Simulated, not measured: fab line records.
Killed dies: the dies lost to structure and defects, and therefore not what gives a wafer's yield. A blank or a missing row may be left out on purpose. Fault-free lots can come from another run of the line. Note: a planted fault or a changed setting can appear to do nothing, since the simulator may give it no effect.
Struck lot and sound lot, side by side + flow gf180mcu + 15 steps out of a route of 602
Sound: these wafers, L106.3, L106.5, L106.6. Struck: wafer L102.2 (left out: L102.3, a lot-mate that was not struck); the cause follows at the end.
Each step with rows lists, per side, the tool, then ch with its chambers, then its first start. Under that, the readings that differ: sound wafers + struck wafers + difference of the means + sigmas: that difference in standard deviations of wafers without a fault.
alike: words and numbers the same on both sides, and readings whose means are apart by under 2 such deviations; not compared: readings that were withheld, readings missing a value for some wafer, numbers with overlapping values and no deviation given by the record, and bounds like >300 which may hide the same value.
Wherever a step has rows on one side only, a row that says differs or no value, or a row with sigmas, the two part there. Numbers that don't overlap but have no deviation are shown without sigmas and don't part them. A reading missing from all wafers of one side parts the sides only when that side holds two or more wafers.

GF_PSD_RS_MEAS_15: measures by four-point-probe.
  struck on film metro-01, day 19 20:08; sound on film metro-04, day 21 10:34
  alike: PSD_RS
GF_SAB_CVD_00: deposits SiO2 from TEOS, target thk 50 nm, time 4.9302 s.
  sound on pecvd-03 ch 0,1,2, day 21 10:38; struck on pecvd-01 ch 1, day 19 20:14
| reading            | sound       | struck | difference | sigmas |
|--------------------|-------------|--------|------------|--------|
| heater power w (W) | 686 644 652 | 421    | -240       | -3     |
| rf fwd power W (W) | 590 587 592 | 583    | -7         | -2     |
  not compared: since wet clean h
GF_SAB_THK_MEAS_01:
  struck on film metro-03, day 19 20:16; sound on film metro-01, day 21 10:41
  alike: SAB_CVD_00_THK
then, 7 steps without rows for these wafers: GF_SAB_DEHYDRATE_02 (time 60 s); GF_SAB_HMDS_03 (prime time 60 s); GF_SAB_COAT_04 (resist thk 1000 nm); GF_SAB_SOFTBAKE_05 (time 60 s); GF_SAB_EXPOSE_06 (exposes mask SAB, target cd 420 nm); GF_SAB_PEB_07; GF_SAB_DEVELOP_08 (develop time 60 s).
GF_SAB_CD_MEAS_09: the cd target is 420 nm.
  struck on cd sem-01, day 20 20:25; sound on cd sem-02, day 22 10:14
  alike: cd nm
GF_SAB_OVL_MEAS_10:
  struck on overlay-02, day 20 20:32; sound on overlay-02, day 22 10:20
  alike: SAB_OVL
GF_SAB_ETCH_11: etches SiO2 in C4F8/O2/Ar, target depth 55 nm, time 8.5 s.
  sound on rie diel-03 ch 0,1,3, day 22 10:21; struck on rie diel-02 ch 0, day 20 20:34
| reading                         | sound             | struck | difference | sigmas |
|---------------------------------|-------------------|--------|------------|--------|
| oes product au (a.u.)           | 1.001 1.003 1.003 | 0.790  | -0.212     | -24    |
| model.etch.depth nm (nm)        | 55.31 55.46 55.51 | 35.84  | -19.59     |        |
| model.SAB.feature depth nm (nm) | 55.31 55.46 55.51 | 35.84  | -19.59     |        |
  alike: rf fwd power W
  not compared: rf hours counter h
then, 1 step without rows for these wafers: GF_SAB_WET_ETCH_12 (etches SiO2 in dHF, target depth 22 nm, time 440 s).
GF_PASSIVATION_PROBE_99:
  rows exist in the record for the sound wafers here (prober-01, day 34 10:39), none for the struck ones

## WHERE THEY PART
First at GF_SAB_CVD_00; last, within this record, at GF_PASSIVATION_PROBE_99.

WHY: the cause the simulator had injected
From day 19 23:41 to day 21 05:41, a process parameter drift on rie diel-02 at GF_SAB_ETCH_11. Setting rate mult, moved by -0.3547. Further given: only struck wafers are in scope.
